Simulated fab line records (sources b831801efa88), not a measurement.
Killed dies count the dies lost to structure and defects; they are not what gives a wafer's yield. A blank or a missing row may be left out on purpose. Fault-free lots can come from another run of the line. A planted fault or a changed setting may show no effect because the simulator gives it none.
fab line records :: flow sfqLine
record
  lots=14
  wafers=42
  lastDay=87
route steps=325 shown M0@29 I0@45 M2@99
lots that met no fault: from a run of the same line without faults
startH: the number of hours between the record's first day and the start of the first shown wafer of the lot :: waitH: how many hours have passed since the lot's step before this one :: " same as the row above :: L1.1+2: one row covering several wafers at once :: - no value, or no start was given :: * or withheld: withheld :: < > ~ a bound
route shown NAME@n: names a module that has steps shown in the file, with the first one's number in the route :: usual: the fault-free wafers' mean and standard deviation :: same: alike in all rows :: chamber/n: place in a boat :: sites: readings site by site :: _std_site: the values' standard deviation :: _edge_site: outer sites' mean less inner sites' :: radiusMm: for every site, how far away it sits from the centre of the wafer :: mask NAME#n: copy n :: behind: the most recent tool/chamber to have shaped the wafer :: hold: what put the lot on hold/how long, in hours/how the hold closed :: device: names the non-switching transistor (n, p or np) :: end of line: the tests these same wafers got at the end of their route :: step lacking rows: just its recipe :: killed: not the wafer's yield, but the dies lost to structure and defects at the first sort :: map: a wafer's dies, x killed, . not, _ none there
set.NAME: the run value of the setting; set.NAME@STEP: its run value at that earlier step :: model.NAME: the simulator's own value behind a step, which no gauge read
a sample of lots followed through the steps of the route, with each step as a table and each wafer as a row
services: a tool's chamber out of use, with start hour (startH, from the record's first day; less than 0 if before it), hours out, and reason
## steps
# step SFQ_TRILAYER_M0_DEP_SPUTTER_019
# recipe
  material=Nb
  basePressurePa=1.33e-06
  chamberPressurePa=0.1333
  substrateTempC=20
  resputterCathodeVoltageV=400
  targetThkNm=200
  powerW=2000
  timeS=133.3
# usual
  throttleValvePct=30.0/1.4
lot.wafer: L545.1
tool: pvdSputter-06
chamber: -
startH: 99.78
waitH: 0.0
throttleValvePct: 29.7

lot.wafer: L545.5
tool: pvdSputter-06
chamber: -
startH: 99.78
waitH: 0.0
throttleValvePct: 27.4

lot.wafer: L545.6
tool: pvdSputter-06
chamber: -
startH: 99.78
waitH: 0.0
throttleValvePct: 30.0

lot.wafer: L546.1
tool: pvdSputter-06
chamber: -
startH: 103.38
waitH: 0.0
throttleValvePct: 27.1

lot.wafer: L546.3
tool: pvdSputter-06
chamber: -
startH: 103.38
waitH: 0.0
throttleValvePct: 30.5

lot.wafer: L546.4
tool: pvdSputter-06
chamber: -
startH: 103.38
waitH: 0.0
throttleValvePct: 29.6

lot.wafer: L547.2
tool: pvdSputter-05
chamber: -
startH: 107.38
waitH: 0.0
throttleValvePct: 31.5

lot.wafer: L547.4
tool: pvdSputter-05
chamber: -
startH: 107.38
waitH: 0.0
throttleValvePct: 29.5

lot.wafer: L547.6
tool: pvdSputter-05
chamber: -
startH: 107.38
waitH: 0.0
throttleValvePct: 29.3

lot.wafer: L549.1
tool: pvdSputter-05
chamber: -
startH: 119.60
waitH: 0.0
throttleValvePct: 31.2

lot.wafer: L549.5
tool: pvdSputter-05
chamber: -
startH: 119.60
waitH: 0.0
throttleValvePct: 31.7

lot.wafer: L549.6
tool: pvdSputter-05
chamber: -
startH: 119.60
waitH: 0.0
throttleValvePct: 29.2

lot.wafer: L551.2
tool: pvdSputter-05
chamber: -
startH: 132.18
waitH: 0.0
throttleValvePct: 31.1

lot.wafer: L551.4
tool: pvdSputter-05
chamber: -
startH: 132.18
waitH: 0.0
throttleValvePct: 29.3

lot.wafer: L551.6
tool: pvdSputter-05
chamber: -
startH: 132.18
waitH: 0.0
throttleValvePct: 31.8

lot.wafer: L553.3
tool: pvdSputter-06
chamber: -
startH: 155.87
waitH: 16.3
throttleValvePct: 29.6

lot.wafer: L553.4
tool: pvdSputter-06
chamber: -
startH: 155.87
waitH: 16.3
throttleValvePct: 27.1

lot.wafer: L553.5
tool: pvdSputter-06
chamber: -
startH: 155.87
waitH: 16.3
throttleValvePct: 27.1

lot.wafer: L554.3
tool: pvdSputter-06
chamber: -
startH: 213.58
waitH: 0.0
throttleValvePct: 27.1

lot.wafer: L554.5
tool: pvdSputter-06
chamber: -
startH: 213.58
waitH: 0.0
throttleValvePct: 29.7

lot.wafer: L554.6
tool: pvdSputter-06
chamber: -
startH: 213.58
waitH: 0.0
throttleValvePct: 30.3

lot.wafer: L555.3
tool: pvdSputter-04
chamber: -
startH: 221.98
waitH: 0.0
throttleValvePct: 32.4

lot.wafer: L555.4
tool: pvdSputter-04
chamber: -
startH: 221.98
waitH: 0.0
throttleValvePct: 29.0

lot.wafer: L555.5
tool: pvdSputter-04
chamber: -
startH: 221.98
waitH: 0.0
throttleValvePct: 29.9

lot.wafer: L556.1
tool: pvdSputter-06
chamber: -
startH: 226.79
waitH: 0.0
throttleValvePct: 29.6

lot.wafer: L556.3
tool: pvdSputter-06
chamber: -
startH: 226.79
waitH: 0.0
throttleValvePct: 30.2

lot.wafer: L556.6
tool: pvdSputter-06
chamber: -
startH: 226.79
waitH: 0.0
throttleValvePct: 29.9

lot.wafer: L559.1
tool: pvdSputter-04
chamber: -
startH: 248.75
waitH: 0.0
throttleValvePct: 29.9

lot.wafer: L559.5
tool: pvdSputter-04
chamber: -
startH: 248.75
waitH: 0.0
throttleValvePct: 32.4

lot.wafer: L559.6
tool: pvdSputter-04
chamber: -
startH: 248.75
waitH: 0.0
throttleValvePct: 29.5

lot.wafer: L563.2
tool: pvdSputter-05
chamber: -
startH: 276.35
waitH: 0.0
throttleValvePct: 31.3

lot.wafer: L563.3
tool: pvdSputter-05
chamber: -
startH: 276.35
waitH: 0.0
throttleValvePct: 29.5

lot.wafer: L563.6
tool: pvdSputter-05
chamber: -
startH: 276.35
waitH: 0.0
throttleValvePct: 32.0

lot.wafer: L565.2
tool: pvdSputter-05
chamber: -
startH: 293.15
waitH: 0.0
throttleValvePct: 31.6

lot.wafer: L565.3
tool: pvdSputter-05
chamber: -
startH: 293.15
waitH: 0.0
throttleValvePct: 31.5

lot.wafer: L565.4
tool: pvdSputter-05
chamber: -
startH: 293.15
waitH: 0.0
throttleValvePct: 29.6

lot.wafer: L566.1
tool: pvdSputter-06
chamber: -
startH: 299.15
waitH: 0.0
throttleValvePct: 30.4

lot.wafer: L566.3
tool: pvdSputter-06
chamber: -
startH: 299.15
waitH: 0.0
throttleValvePct: 27.2

lot.wafer: L566.5
tool: pvdSputter-06
chamber: -
startH: 299.15
waitH: 0.0
throttleValvePct: 30.1

lot.wafer: L568.2
tool: pvdSputter-05
chamber: -
startH: 308.75
waitH: 0.0
throttleValvePct: 30.6

lot.wafer: L568.5
tool: pvdSputter-05
chamber: -
startH: 308.75
waitH: 0.0
throttleValvePct: 30.7

lot.wafer: L568.6
tool: pvdSputter-05
chamber: -
startH: 308.75
waitH: 0.0
throttleValvePct: 29.6
# step SFQ_M0_OVL_MEAS_906
# usual
  M0_OVL=-1/4.3
lot.wafer: L545.1
tool: overlay-02
chamber: -
startH: 176.86
waitH: 0.1
M0_OVL[nm]: -4

lot.wafer: L545.5
tool: overlay-02
chamber: -
startH: 176.86
waitH: 0.1
M0_OVL[nm]: -5

lot.wafer: L545.6
tool: overlay-02
chamber: -
startH: 176.86
waitH: 0.1
M0_OVL[nm]: -4

lot.wafer: L546.1
tool: overlay-01
chamber: -
startH: 180.46
waitH: 0.1
M0_OVL[nm]: 0

lot.wafer: L546.3
tool: overlay-01
chamber: -
startH: 180.46
waitH: 0.1
M0_OVL[nm]: -5

lot.wafer: L546.4
tool: overlay-01
chamber: -
startH: 180.46
waitH: 0.1
M0_OVL[nm]: 2

lot.wafer: L547.2
tool: overlay-01
chamber: -
startH: 181.66
waitH: 0.1
M0_OVL[nm]: 3

lot.wafer: L547.4
tool: overlay-01
chamber: -
startH: 181.66
waitH: 0.1
M0_OVL[nm]: 0

lot.wafer: L547.6
tool: overlay-01
chamber: -
startH: 181.66
waitH: 0.1
M0_OVL[nm]: 3

lot.wafer: L549.1
tool: overlay-01
chamber: -
startH: 196.06
waitH: 0.1
M0_OVL[nm]: -1

lot.wafer: L549.5
tool: overlay-01
chamber: -
startH: 196.06
waitH: 0.1
M0_OVL[nm]: 0

lot.wafer: L549.6
tool: overlay-01
chamber: -
startH: 196.06
waitH: 0.1
M0_OVL[nm]: 0

lot.wafer: L551.2
tool: overlay-02
chamber: -
startH: 206.66
waitH: 0.1
M0_OVL[nm]: 1

lot.wafer: L551.4
tool: overlay-02
chamber: -
startH: 206.66
waitH: 0.1
M0_OVL[nm]: 2

lot.wafer: L551.6
tool: overlay-02
chamber: -
startH: 206.66
waitH: 0.1
M0_OVL[nm]: -2

lot.wafer: L553.3
tool: overlay-01
chamber: -
startH: 240.52
waitH: 0.1
M0_OVL[nm]: -3

lot.wafer: L553.4
tool: overlay-01
chamber: -
startH: 240.52
waitH: 0.1
M0_OVL[nm]: -2

lot.wafer: L553.5
tool: overlay-01
chamber: -
startH: 240.52
waitH: 0.1
M0_OVL[nm]: -1

lot.wafer: L554.3
tool: overlay-01
chamber: -
startH: 326.81
waitH: 0.1
M0_OVL[nm]: -2

lot.wafer: L554.5
tool: overlay-01
chamber: -
startH: 326.81
waitH: 0.1
M0_OVL[nm]: -2

lot.wafer: L554.6
tool: overlay-01
chamber: -
startH: 326.81
waitH: 0.1
M0_OVL[nm]: -2

lot.wafer: L555.3
tool: overlay-02
chamber: -
startH: 338.81
waitH: 0.1
M0_OVL[nm]: 1

lot.wafer: L555.4
tool: overlay-02
chamber: -
startH: 338.81
waitH: 0.1
M0_OVL[nm]: 2

lot.wafer: L555.5
tool: overlay-02
chamber: -
startH: 338.81
waitH: 0.1
M0_OVL[nm]: 8

lot.wafer: L556.1
tool: overlay-01
chamber: -
startH: 344.80
waitH: 0.1
M0_OVL[nm]: 2

lot.wafer: L556.3
tool: overlay-01
chamber: -
startH: 344.80
waitH: 0.1
M0_OVL[nm]: 5

lot.wafer: L556.6
tool: overlay-01
chamber: -
startH: 344.80
waitH: 0.1
M0_OVL[nm]: 9

lot.wafer: L559.1
tool: overlay-01
chamber: -
startH: 369.60
waitH: 0.1
M0_OVL[nm]: 1

lot.wafer: L559.5
tool: overlay-01
chamber: -
startH: 369.60
waitH: 0.1
M0_OVL[nm]: -1

lot.wafer: L559.6
tool: overlay-01
chamber: -
startH: 369.60
waitH: 0.1
M0_OVL[nm]: -2

lot.wafer: L563.2
tool: overlay-02
chamber: -
startH: 402.28
waitH: 0.1
M0_OVL[nm]: 1

lot.wafer: L563.3
tool: overlay-02
chamber: -
startH: 402.28
waitH: 0.1
M0_OVL[nm]: -3

lot.wafer: L563.6
tool: overlay-02
chamber: -
startH: 402.28
waitH: 0.1
M0_OVL[nm]: -5

lot.wafer: L565.2
tool: overlay-01
chamber: -
startH: 427.90
waitH: 0.1
M0_OVL[nm]: 2

lot.wafer: L565.3
tool: overlay-01
chamber: -
startH: 427.90
waitH: 0.1
M0_OVL[nm]: 5

lot.wafer: L565.4
tool: overlay-01
chamber: -
startH: 427.90
waitH: 0.1
M0_OVL[nm]: 5

lot.wafer: L566.1
tool: overlay-01
chamber: -
startH: 433.89
waitH: 0.1
M0_OVL[nm]: -12

lot.wafer: L566.3
tool: overlay-01
chamber: -
startH: 433.89
waitH: 0.1
M0_OVL[nm]: -8

lot.wafer: L566.5
tool: overlay-01
chamber: -
startH: 433.89
waitH: 0.1
M0_OVL[nm]: -7

lot.wafer: L568.2
tool: overlay-02
chamber: -
startH: 444.70
waitH: 0.1
M0_OVL[nm]: -5

lot.wafer: L568.5
tool: overlay-02
chamber: -
startH: 444.70
waitH: 0.1
M0_OVL[nm]: -7

lot.wafer: L568.6
tool: overlay-02
chamber: -
startH: 444.70
waitH: 0.1
M0_OVL[nm]: -9
# step SFQ_I0_BOW_MEAS_907
# recipe
  mode=bow
# usual
  I0_BOW=0/6.9
lot.wafer: L545.1
tool: filmMetro-03
chamber: -
startH: 180.93
waitH: 1.5
I0_BOW[um]: -10

lot.wafer: L545.5
tool: filmMetro-03
chamber: -
startH: 180.93
waitH: 1.5
I0_BOW[um]: -3

lot.wafer: L545.6
tool: filmMetro-03
chamber: -
startH: 180.93
waitH: 1.5
I0_BOW[um]: -6

lot.wafer: L546.1
tool: filmMetro-03
chamber: -
startH: 184.53
waitH: 2.5
I0_BOW[um]: -11

lot.wafer: L546.3
tool: filmMetro-03
chamber: -
startH: 184.53
waitH: 2.5
I0_BOW[um]: -4

lot.wafer: L546.4
tool: filmMetro-03
chamber: -
startH: 184.53
waitH: 2.5
I0_BOW[um]: -15

lot.wafer: L547.2
tool: filmMetro-01
chamber: -
startH: 185.75
waitH: 1.0
I0_BOW[um]: -4

lot.wafer: L547.4
tool: filmMetro-01
chamber: -
startH: 185.75
waitH: 1.0
I0_BOW[um]: 4

lot.wafer: L547.6
tool: filmMetro-01
chamber: -
startH: 185.75
waitH: 1.0
I0_BOW[um]: 6

lot.wafer: L549.1
tool: filmMetro-04
chamber: -
startH: 201.70
waitH: 1.5
I0_BOW[um]: -13

lot.wafer: L549.5
tool: filmMetro-04
chamber: -
startH: 201.70
waitH: 1.5
I0_BOW[um]: 0

lot.wafer: L549.6
tool: filmMetro-04
chamber: -
startH: 201.70
waitH: 1.5
I0_BOW[um]: 0

lot.wafer: L551.2
tool: filmMetro-03
chamber: -
startH: 213.06
waitH: 1.0
I0_BOW[um]: 0

lot.wafer: L551.4
tool: filmMetro-03
chamber: -
startH: 213.06
waitH: 1.0
I0_BOW[um]: 1

lot.wafer: L551.6
tool: filmMetro-03
chamber: -
startH: 213.06
waitH: 1.0
I0_BOW[um]: 7

lot.wafer: L553.3
tool: filmMetro-04
chamber: -
startH: 248.30
waitH: 2.0
I0_BOW[um]: 1

lot.wafer: L553.4
tool: filmMetro-04
chamber: -
startH: 248.30
waitH: 2.0
I0_BOW[um]: -6

lot.wafer: L553.5
tool: filmMetro-04
chamber: -
startH: 248.30
waitH: 2.0
I0_BOW[um]: -2

lot.wafer: L554.3
tool: filmMetro-01
chamber: -
startH: 330.91
waitH: 2.5
I0_BOW[um]: 8

lot.wafer: L554.5
tool: filmMetro-01
chamber: -
startH: 330.91
waitH: 2.5
I0_BOW[um]: 2

lot.wafer: L554.6
tool: filmMetro-01
chamber: -
startH: 330.91
waitH: 2.5
I0_BOW[um]: -2

lot.wafer: L555.3
tool: filmMetro-01
chamber: -
startH: 343.10
waitH: 2.5
I0_BOW[um]: 5

lot.wafer: L555.4
tool: filmMetro-01
chamber: -
startH: 343.10
waitH: 2.5
I0_BOW[um]: 13

lot.wafer: L555.5
tool: filmMetro-01
chamber: -
startH: 343.10
waitH: 2.5
I0_BOW[um]: 12

lot.wafer: L556.1
tool: filmMetro-01
chamber: -
startH: 349.65
waitH: 2.0
I0_BOW[um]: -3

lot.wafer: L556.3
tool: filmMetro-01
chamber: -
startH: 349.65
waitH: 2.0
I0_BOW[um]: 2

lot.wafer: L556.6
tool: filmMetro-01
chamber: -
startH: 349.65
waitH: 2.0
I0_BOW[um]: -14

lot.wafer: L559.1
tool: filmMetro-03
chamber: -
startH: 373.69
waitH: 1.5
I0_BOW[um]: -7

lot.wafer: L559.5
tool: filmMetro-03
chamber: -
startH: 373.69
waitH: 1.5
I0_BOW[um]: 2

lot.wafer: L559.6
tool: filmMetro-03
chamber: -
startH: 373.69
waitH: 1.5
I0_BOW[um]: 0

lot.wafer: L563.2
tool: filmMetro-04
chamber: -
startH: 406.36
waitH: 2.0
I0_BOW[um]: 1

lot.wafer: L563.3
tool: filmMetro-04
chamber: -
startH: 406.36
waitH: 2.0
I0_BOW[um]: -2

lot.wafer: L563.6
tool: filmMetro-04
chamber: -
startH: 406.36
waitH: 2.0
I0_BOW[um]: 13

lot.wafer: L565.2
tool: filmMetro-04
chamber: -
startH: 434.07
waitH: 2.0
I0_BOW[um]: 1

lot.wafer: L565.3
tool: filmMetro-04
chamber: -
startH: 434.07
waitH: 2.0
I0_BOW[um]: -6

lot.wafer: L565.4
tool: filmMetro-04
chamber: -
startH: 434.07
waitH: 2.0
I0_BOW[um]: -3

lot.wafer: L566.1
tool: filmMetro-03
chamber: -
startH: 438.23
waitH: 1.0
I0_BOW[um]: 2

lot.wafer: L566.3
tool: filmMetro-03
chamber: -
startH: 438.23
waitH: 1.0
I0_BOW[um]: 4

lot.wafer: L566.5
tool: filmMetro-03
chamber: -
startH: 438.23
waitH: 1.0
I0_BOW[um]: 4

lot.wafer: L568.2
tool: filmMetro-03
chamber: -
startH: 449.09
waitH: 1.0
I0_BOW[um]: 3

lot.wafer: L568.5
tool: filmMetro-03
chamber: -
startH: 449.09
waitH: 1.0
I0_BOW[um]: -9

lot.wafer: L568.6
tool: filmMetro-03
chamber: -
startH: 449.09
waitH: 1.0
I0_BOW[um]: -3
# step SFQ_TRILAYER_M2_BARC_OPEN_METAL_ETCH_077
# recipe
  maskMaterial=PR
  chemistry=O2
  targetDepthNm=125
  target=BARC
  icpW=600
  biasW=80
  pressureMtorr=10
  timeS=41.7
# usual
  biasW=80.01/0.23
  drypumpMotorCurrentA=6.01/0.16
  oesProductAu=0.685/0.0044
  runLengthS=70.20/0.25
lot.wafer: L545.1
tool: rieMetal-01
chamber: 1
startH: 724.77
waitH: 0.0
biasW: 80.02
drypumpMotorCurrentA: 6.29
oesProductAu: 0.679
rfHoursCounterH: 92
runLengthS: 70.41

lot.wafer: L545.5
tool: rieMetal-01
chamber: 0
startH: 724.77
waitH: 0.0
biasW: 80.27
drypumpMotorCurrentA: 6.07
oesProductAu: 0.688
rfHoursCounterH: -
runLengthS: 70.69

lot.wafer: L545.6
tool: rieMetal-01
chamber: 1
startH: 724.77
waitH: 0.0
biasW: 79.99
drypumpMotorCurrentA: 6.31
oesProductAu: 0.682
rfHoursCounterH: -
runLengthS: 70.48

lot.wafer: L546.1
tool: rieMetal-03
chamber: 0
startH: 734.37
waitH: 0.0
biasW: 80.03
drypumpMotorCurrentA: 5.95
oesProductAu: 0.687
rfHoursCounterH: 45
runLengthS: 69.96

lot.wafer: L546.3
tool: rieMetal-03
chamber: 1
startH: 734.37
waitH: 0.0
biasW: 80.50
drypumpMotorCurrentA: 5.97
oesProductAu: 0.680
rfHoursCounterH: -
runLengthS: 70.26

lot.wafer: L546.4
tool: rieMetal-03
chamber: 0
startH: 734.37
waitH: 0.0
biasW: 79.96
drypumpMotorCurrentA: 5.94
oesProductAu: 0.674
rfHoursCounterH: -
runLengthS: 70.01

lot.wafer: L547.2
tool: rieMetal-01
chamber: 1
startH: 735.57
waitH: 0.0
biasW: 80.13
drypumpMotorCurrentA: 6.29
oesProductAu: 0.675
rfHoursCounterH: 94
runLengthS: 70.33

lot.wafer: L547.4
tool: rieMetal-01
chamber: 1
startH: 735.57
waitH: 0.0
biasW: 80.01
drypumpMotorCurrentA: 6.30
oesProductAu: 0.685
rfHoursCounterH: -
runLengthS: 70.16

lot.wafer: L547.6
tool: rieMetal-01
chamber: 0
startH: 735.57
waitH: 0.0
biasW: 80.24
drypumpMotorCurrentA: 6.07
oesProductAu: 0.686
rfHoursCounterH: -
runLengthS: 70.03

lot.wafer: L549.1
tool: rieMetal-03
chamber: 1
startH: 762.69
waitH: 0.0
biasW: 79.93
drypumpMotorCurrentA: 5.95
oesProductAu: 0.692
rfHoursCounterH: 116
runLengthS: 70.07

lot.wafer: L549.5
tool: rieMetal-03
chamber: 1
startH: 762.69
waitH: 0.0
biasW: 79.85
drypumpMotorCurrentA: 5.96
oesProductAu: 0.680
rfHoursCounterH: -
runLengthS: 70.17

lot.wafer: L549.6
tool: rieMetal-03
chamber: 0
startH: 762.69
waitH: 0.0
biasW: 79.68
drypumpMotorCurrentA: 5.93
oesProductAu: 0.681
rfHoursCounterH: -
runLengthS: 70.21

lot.wafer: L551.2
tool: rieMetal-03
chamber: 1
startH: 777.21
waitH: 0.0
biasW: 80.29
drypumpMotorCurrentA: 5.96
oesProductAu: 0.678
rfHoursCounterH: 119
runLengthS: 70.28

lot.wafer: L551.4
tool: rieMetal-03
chamber: 1
startH: 777.21
waitH: 0.0
biasW: 80.58
drypumpMotorCurrentA: 5.97
oesProductAu: 0.682
rfHoursCounterH: -
runLengthS: 69.97

lot.wafer: L551.6
tool: rieMetal-03
chamber: 0
startH: 777.21
waitH: 0.0
biasW: 80.12
drypumpMotorCurrentA: 5.95
oesProductAu: 0.687
rfHoursCounterH: -
runLengthS: 70.19

lot.wafer: L553.3
tool: rieMetal-03
chamber: 1
startH: 796.43
waitH: 0.0
biasW: 80.01
drypumpMotorCurrentA: 5.97
oesProductAu: 0.683
rfHoursCounterH: -
runLengthS: 69.96

lot.wafer: L553.4
tool: rieMetal-03
chamber: 0
startH: 796.43
waitH: 0.0
biasW: 80.06
drypumpMotorCurrentA: 5.91
oesProductAu: 0.681
rfHoursCounterH: -
runLengthS: 69.84

lot.wafer: L553.5
tool: rieMetal-03
chamber: 0
startH: 796.43
waitH: 0.0
biasW: 80.24
drypumpMotorCurrentA: 5.94
oesProductAu: 0.682
rfHoursCounterH: -
runLengthS: 70.09

lot.wafer: L554.3
tool: rieMetal-03
chamber: 1
startH: 800.03
waitH: 0.0
biasW: 79.91
drypumpMotorCurrentA: 5.97
oesProductAu: 0.684
rfHoursCounterH: -
runLengthS: 70.40

lot.wafer: L554.5
tool: rieMetal-03
chamber: 0
startH: 800.03
waitH: 0.0
biasW: 80.02
drypumpMotorCurrentA: 5.94
oesProductAu: 0.690
rfHoursCounterH: -
runLengthS: 69.98

lot.wafer: L554.6
tool: rieMetal-03
chamber: 1
startH: 800.03
waitH: 0.0
biasW: 79.88
drypumpMotorCurrentA: 5.95
oesProductAu: 0.688
rfHoursCounterH: -
runLengthS: 69.95

lot.wafer: L555.3
tool: rieMetal-03
chamber: 1
startH: 807.23
waitH: 0.0
biasW: 80.11
drypumpMotorCurrentA: 5.96
oesProductAu: 0.681
rfHoursCounterH: -
runLengthS: 70.03

lot.wafer: L555.4
tool: rieMetal-03
chamber: 0
startH: 807.23
waitH: 0.0
biasW: 80.16
drypumpMotorCurrentA: 5.94
oesProductAu: 0.688
rfHoursCounterH: -
runLengthS: 70.11

lot.wafer: L555.5
tool: rieMetal-03
chamber: 0
startH: 807.23
waitH: 0.0
biasW: 80.00
drypumpMotorCurrentA: 5.93
oesProductAu: 0.684
rfHoursCounterH: -
runLengthS: 70.01

lot.wafer: L556.1
tool: rieMetal-01
chamber: 0
startH: 814.42
waitH: 0.0
biasW: 79.67
drypumpMotorCurrentA: 6.12
oesProductAu: 0.688
rfHoursCounterH: 58
runLengthS: 70.52

lot.wafer: L556.3
tool: rieMetal-01
chamber: 0
startH: 814.42
waitH: 0.0
biasW: 79.85
drypumpMotorCurrentA: 6.05
oesProductAu: 0.685
rfHoursCounterH: -
runLengthS: 70.27

lot.wafer: L556.6
tool: rieMetal-01
chamber: 0
startH: 814.42
waitH: 0.0
biasW: 79.71
drypumpMotorCurrentA: 6.13
oesProductAu: 0.692
rfHoursCounterH: -
runLengthS: 70.34

lot.wafer: L559.1
tool: rieMetal-01
chamber: 1
startH: 843.04
waitH: 0.0
biasW: -
drypumpMotorCurrentA: 6.27
oesProductAu: 0.799
rfHoursCounterH: 109
runLengthS: 63.02

lot.wafer: L559.5
tool: rieMetal-01
chamber: 0
startH: 843.04
waitH: 0.0
biasW: 79.62
drypumpMotorCurrentA: 6.13
oesProductAu: 0.687
rfHoursCounterH: -
runLengthS: 70.71

lot.wafer: L559.6
tool: rieMetal-01
chamber: 1
startH: 843.04
waitH: 0.0
biasW: -
drypumpMotorCurrentA: 6.32
oesProductAu: 0.799
rfHoursCounterH: -
runLengthS: 62.74

lot.wafer: L563.2
tool: rieMetal-01
chamber: 1
startH: 873.98
waitH: 0.0
biasW: -
drypumpMotorCurrentA: 6.28
oesProductAu: 0.794
rfHoursCounterH: 114
runLengthS: 63.08

lot.wafer: L563.3
tool: rieMetal-01
chamber: 0
startH: 873.98
waitH: 0.0
biasW: 79.92
drypumpMotorCurrentA: 6.10
oesProductAu: 0.686
rfHoursCounterH: -
runLengthS: 70.25

lot.wafer: L563.6
tool: rieMetal-01
chamber: 0
startH: 873.98
waitH: 0.0
biasW: 79.94
drypumpMotorCurrentA: 6.09
oesProductAu: 0.682
rfHoursCounterH: -
runLengthS: 70.26

lot.wafer: L565.2
tool: rieMetal-03
chamber: 1
startH: 907.58
waitH: 0.0
biasW: 80.09
drypumpMotorCurrentA: 5.95
oesProductAu: 0.683
rfHoursCounterH: 134
runLengthS: 70.23

lot.wafer: L565.3
tool: rieMetal-03
chamber: 0
startH: 907.58
waitH: 0.0
biasW: 80.43
drypumpMotorCurrentA: 5.94
oesProductAu: 0.685
rfHoursCounterH: -
runLengthS: 69.91

lot.wafer: L565.4
tool: rieMetal-03
chamber: 1
startH: 907.58
waitH: 0.0
biasW: 79.83
drypumpMotorCurrentA: 5.95
oesProductAu: 0.685
rfHoursCounterH: -
runLengthS: 69.96

lot.wafer: L566.1
tool: rieMetal-03
chamber: 0
startH: 909.98
waitH: 0.0
biasW: 79.90
drypumpMotorCurrentA: 5.92
oesProductAu: 0.682
rfHoursCounterH: 69
runLengthS: 70.21

lot.wafer: L566.3
tool: rieMetal-03
chamber: 0
startH: 909.98
waitH: 0.0
biasW: 80.05
drypumpMotorCurrentA: 5.92
oesProductAu: 0.685
rfHoursCounterH: -
runLengthS: 69.78

lot.wafer: L566.5
tool: rieMetal-03
chamber: 1
startH: 909.98
waitH: 0.0
biasW: 80.36
drypumpMotorCurrentA: 5.94
oesProductAu: 0.689
rfHoursCounterH: -
runLengthS: 70.03

lot.wafer: L568.2
tool: rieMetal-02
chamber: 0
startH: 921.98
waitH: 0.0
biasW: 80.10
drypumpMotorCurrentA: 5.61
oesProductAu: 0.693
rfHoursCounterH: 134
runLengthS: 69.82

lot.wafer: L568.5
tool: rieMetal-02
chamber: 1
startH: 921.98
waitH: 0.0
biasW: 80.19
drypumpMotorCurrentA: 5.78
oesProductAu: 0.686
rfHoursCounterH: -
runLengthS: 70.06

lot.wafer: L568.6
tool: rieMetal-02
chamber: 0
startH: 921.98
waitH: 0.0
biasW: 79.81
drypumpMotorCurrentA: 5.63
oesProductAu: 0.679
rfHoursCounterH: -
runLengthS: 70.31
## services
tool: pvdSputter-05
chamber: -
startH: 80.55
hours: 19.7
kind: repair

tool: pvdSputter-05
chamber: -
startH: 87.02
hours: 6.4
kind: repair

tool: pvdSputter-04
chamber: -
startH: 110.34
hours: 0.5
kind: repair

tool: rieMetal-01
chamber: -
startH: 171.02
hours: 0.2
kind: repair

tool: pvdSputter-05
chamber: -
startH: 195.40
hours: 3.0
kind: repair

tool: pvdSputter-06
chamber: -
startH: 217.73
hours: 7.5
kind: repair

tool: pvdSputter-06
chamber: -
startH: 320.77
hours: 1.3
kind: repair

tool: pvdSputter-04
chamber: -
startH: 361.31
hours: 4.8
kind: repair

tool: rieMetal-01
chamber: -
startH: 365.35
hours: 0.3
kind: repair

tool: rieMetal-01
chamber: 0
startH: 372.32
hours: 9.3
kind: repair

tool: pvdSputter-06
chamber: -
startH: 421.83
hours: 5.0
kind: repair

tool: pvdSputter-06
chamber: -
startH: 433.15
hours: 1.4
kind: repair

tool: pvdSputter-05
chamber: -
startH: 442.61
hours: 1.7
kind: repair

tool: rieMetal-01
chamber: 0
startH: 539.90
hours: 1.3
kind: repair

tool: pvdSputter-06
chamber: -
startH: 579.62
hours: 1.5
kind: repair

tool: pvdSputter-05
chamber: -
startH: 598.12
hours: 0.7
kind: repair

tool: rieMetal-01
chamber: -
startH: 612.07
hours: 4.3
kind: pm

tool: rieMetal-01
chamber: 0
startH: 625.75
hours: 7.0
kind: repair

tool: rieMetal-01
chamber: -
startH: 696.04
hours: 2.8
kind: pm

tool: pvdSputter-06
chamber: -
startH: 703.47
hours: 2.0
kind: repair

tool: pvdSputter-05
chamber: -
startH: 757.85
hours: 2.4
kind: repair

tool: pvdSputter-06
chamber: -
startH: 794.76
hours: 4.8
kind: repair

tool: rieMetal-03
chamber: -
startH: 850.24
hours: 2.8
kind: pm

tool: rieMetal-01
chamber: -
startH: 854.49
hours: 0.2
kind: repair
## key
firstSign
  step=SFQ_TRILAYER_M2_BARC_OPEN_METAL_ETCH_077
  reading=runLengthS
  direction=down
  sigmas=29
  usual=*
  struck=*
effect
  step=SFQ_TRILAYER_M2_BARC_OPEN_METAL_ETCH_077
  reading=oesProductAu
  direction=up
  sigmas=25
  usual=0.685
  struck=0.798
metAt SFQ_TRILAYER_M2_BARC_OPEN_METAL_ETCH_077
struckLots L559,L563
struckWafers L559.1,L559.6,L563.2
notActingAt SFQ_TRILAYER_M0_DEP_SPUTTER_019,SFQ_M0_OVL_MEAS_906,SFQ_I0_BOW_MEAS_907
onsetBetween 735.57 843.04
fault
  kind=processParameterDrift
  tool=rieMetal-01
  chamber=1
  onsetH=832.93
  steps=SFQ_TRILAYER_M2_BARC_OPEN_METAL_ETCH_077
  channel=timeS
  offset=*
  shape=step
  endH=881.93
  actsIn=*
  stated=*
